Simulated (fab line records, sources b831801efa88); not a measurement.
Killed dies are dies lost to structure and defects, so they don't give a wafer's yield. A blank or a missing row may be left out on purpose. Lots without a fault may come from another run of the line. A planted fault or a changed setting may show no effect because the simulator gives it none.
Which tool did it? | flow sky130 | 11 lots, 33 wafers sampled, at 5 steps of a route of 708

WHAT THE GAUGES READ, wafer by wafer
SKY_SONOS_TUNNEL_OVL_MEAS_08.
lot  | measured     | on         | SONOS_TUNNEL_OVL (nm)
L496 | day 11 12:28 | overlay-02 | -1.1 -0.4 -0.9
L499 | day 12 07:31 | overlay-02 | -1.4 -2.1 -2.2
L502 | day 13 05:43 | overlay-02 | -1.1 -0.6 -1.1
L503 | day 13 15:33 | overlay-01 | 1.0 0.5 0.6
L504 | day 13 23:30 | overlay-02 | -2.0 0.6 0.5
L513 | day 17 07:25 | overlay-01 | -1.3 -0.4 -0.1
L514 | day 17 16:13 | overlay-02 | -3.5 -2.4 -3.0
L515 | day 17 19:37 | overlay-01 | 0.1 -3.6 -1.3
L517 | day 18 06:19 | overlay-02 | -0.6 0.0 -0.9
L518 | day 18 16:43 | overlay-01 | -1.6 0.4 -0.8
L519 | day 18 21:13 | overlay-01 | 0.3 -1.1 -0.5

SKY_SONOS_ONO_THK_MEAS_01.
lot  | measured     | on            | SONOS_ONO_OXIDATION_THK (nm)
L496 | day 11 15:40 | film_metro-04 | 2.59 2.54 2.65
L499 | day 12 09:55 | film_metro-03 | 2.50 2.56 2.56
L502 | day 13 07:37 | film_metro-04 | 2.57 2.60 2.52
L503 | day 13 18:17 | film_metro-03 | 1.88 1.90 1.88
L504 | day 14 02:19 | film_metro-04 | 1.79 1.80 1.82
L513 | day 17 11:14 | film_metro-04 | 2.62 2.61 2.62
L514 | day 18 02:34 | film_metro-03 | 2.62 2.56 2.56
L515 | day 18 02:33 | film_metro-01 | 2.68 2.60 2.60
L517 | day 18 16:16 | film_metro-01 | 2.72 2.67 2.70
L518 | day 19 00:28 | film_metro-01 | 2.71 2.59 2.57
L519 | day 19 00:28 | film_metro-04 | 2.69 2.67 2.65

SKY_SONOS_ONO_CD_MEAS_13: target cd 410 nm.
lot  | measured     | on        | cd_nm (nm)
L496 | day 12 19:41 | cd_sem-02 | 415.2 416.1 414.1
L499 | day 13 14:05 | cd_sem-02 | 409.1 407.2 407.4
L502 | day 14 12:20 | cd_sem-02 | 413.0 411.9 412.7
L503 | day 15 01:34 | cd_sem-01 | 408.2 406.8 407.2
L504 | day 15 12:29 | cd_sem-01 | 413.8 414.7 413.5
L513 | day 18 18:05 | cd_sem-02 | 409.8 405.9 408.5
L514 | day 19 11:34 | cd_sem-02 | 409.8 410.9 411.4
L515 | day 19 11:58 | cd_sem-02 | 409.0 409.5 408.7
L517 | day 19 23:34 | cd_sem-02 | 410.4 409.1 409.1
L518 | day 20 08:51 | cd_sem-02 | 409.5 412.8 410.3
L519 | day 20 08:53 | cd_sem-01 | 413.6 414.1 413.9

WHICH TOOL RAN EACH LOT (tool, then ch and the chambers of the sampled wafers, then the start)
lot  | SKY_VT_ADJUST_PCH_STRIP_09           | SKY_SONOS_ONO_OXIDATION_00
L496 | plasma_asher-02 ch 1, day 10 12:44   | furnace-02 ch 0, day 11 14:19
L499 | plasma_asher-02 ch 0,1, day 11 08:17 | furnace-02 ch 0, day 12 08:33
L502 | plasma_asher-02 ch 0,1, day 12 04:40 | furnace-01 ch 0, day 13 06:16
L503 | plasma_asher-01 ch 0,1, day 12 14:05 | furnace-01 ch 0, day 13 16:56
L504 | plasma_asher-01 ch 0,1, day 12 21:49 | furnace-01 ch 0, day 14 00:58
L513 | plasma_asher-04 ch 0,1, day 16 03:38 | furnace-02 ch 0, day 17 09:54
L514 | plasma_asher-02 ch 0,1, day 16 12:19 | furnace-02 ch 0, day 18 01:12
L515 | plasma_asher-02 ch 0,1, day 16 15:32 | furnace-02 ch 0, day 18 01:12
L517 | plasma_asher-01 ch 0,1, day 17 02:30 | furnace-01 ch 0, day 18 14:55
L518 | plasma_asher-02 ch 0,1, day 17 12:07 | furnace-01 ch 0, day 18 23:07
L519 | plasma_asher-04 ch 0, day 17 16:20   | furnace-01 ch 0, day 18 23:07
- SKY_VT_ADJUST_PCH_STRIP_09: strips in O2/N2.
- SKY_SONOS_ONO_OXIDATION_00: stabilise 600 s, purge 300 s, target thk 2.6 nm.

WHAT THE TOOLS THEMSELVES READ (means of the sampled wafers that have a number; where no wafer has one, the mark that the record gives instead)
SKY_VT_ADJUST_PCH_STRIP_09.
lot  | tool            | drypump_motor_current_A (A) | oes_product_au (a.u.) | strip_time_to_endpoint_s (s)
L496 | plasma_asher-02 | 5.4                         | 0.719                 | 36.98
L499 | plasma_asher-02 | 5.8                         | 0.725                 | 36.97
L502 | plasma_asher-02 | 6.0                         | 0.721                 | 36.90
L503 | plasma_asher-01 | 5.9                         | 0.720                 | 37.07
L504 | plasma_asher-01 | 5.5                         | 0.722                 | 36.93
L513 | plasma_asher-04 | 5.6                         | 0.723                 | 36.79
L514 | plasma_asher-02 | 6.0                         | 0.719                 | 36.96
L515 | plasma_asher-02 | 5.8                         | 0.725                 | 36.86
L517 | plasma_asher-01 | 5.5                         | 0.726                 | 37.02
L518 | plasma_asher-02 | 6.0                         | 0.723                 | 36.94
L519 | plasma_asher-04 | 5.9                         | 0.722                 | 36.92

SKY_SONOS_ONO_OXIDATION_00.
lot  | tool       | spike_tc_bottom_C (C) | spike_tc_centre_C (C) | spike_tc_lower_C (C) | spike_tc_top_C (C) | spike_tc_upper_C (C) | tube_center_temp_C (C) | tube_center_temp_C_max | zone_power_bottom_pct (%)
L496 | furnace-02 | 815.8                 | 801.4                 | 802.1                | 809.4              | 799.7                | 800                    | 802.1                  | 21.6
L499 | furnace-02 | 814.5                 | 800.8                 | 801.5                | 809.7              | 799.6                | 800                    | 802.2                  | 21.7
L502 | furnace-01 | 808.5                 | 798.5                 | 800.7                | 815.2              | 800.1                | 800                    | 802.1                  | 19.6
L503 | furnace-01 | 786.3                 | 775.5                 | 778.0                | 793.2              | 776.1                | 777                    | 779.1                  | 18.5
L504 | furnace-01 | 785.8                 | 776.0                 | 777.4                | 792.8              | 776.4                | 777                    | 779.2                  | 18.5
L513 | furnace-02 | 814.8                 | 801.4                 | 802.7                | 810.3              | 799.7                | 800                    | 801.8                  | 21.7
L514 | furnace-02 | 814.3                 | 800.9                 | 801.9                | 810.6              | 800.3                | 800                    | 802.0                  | 21.2
L515 | furnace-02 | 814.3                 | 802.6                 | 801.9                | 810.4              | 801.2                | 800                    | 802.1                  | 21.5
L517 | furnace-01 | 808.9                 | 798.6                 | 800.6                | 815.9              | 799.3                | 800                    | 801.9                  | 19.6
L518 | furnace-01 | 809.1                 | 799.2                 | 801.1                | 815.3              | 799.8                | 800                    | 801.9                  | 19.5
L519 | furnace-01 | 808.8                 | 799.2                 | 799.9                | 814.9              | 799.7                | 800                    | 802.0                  | 19.5

THE ANSWER, worked out from the rows above alone
Rule: what is usual is taken from the lots themselves. Put in order of their means at a reading, lots are off if they are a third of the lots or fewer, leave a main group of 4 or more, and stand apart from it by a gap of 3 or more times the standard deviation of the main group's means; of several such gaps the widest counts. A main group whose means are all the same, to the digits that the tables above print for the reading, isn't used. A lot without any number at a reading at which 4 lots or more have one is off too. The other lots that the step has rows for count as sound. The gauges are gone through in route order, then the tools' own readings, and for those a lot's mean is taken as printed above. The first step at which some lot is off is used, and at that step the reading that is off furthest; a lot without a number counts as furthest.
Off: L503, L504, at SKY_SONOS_ONO_THK_MEAS_01 (SONOS_ONO_OXIDATION_THK). The main group: mean 2.61 nm, standard deviation 0.047.
A tool fits if, at a process step before that reading, it ran every lot that is off, and no sound lot after the first of them. The gauges at SKY_SONOS_ONO_THK_MEAS_01 aren't tried: what is off there is off at SKY_SONOS_ONO_OXIDATION_00 too, on other tools, and a gauge's error can't cause that. None of those tried fits.

WHAT THE SIMULATOR HAD PUT IN
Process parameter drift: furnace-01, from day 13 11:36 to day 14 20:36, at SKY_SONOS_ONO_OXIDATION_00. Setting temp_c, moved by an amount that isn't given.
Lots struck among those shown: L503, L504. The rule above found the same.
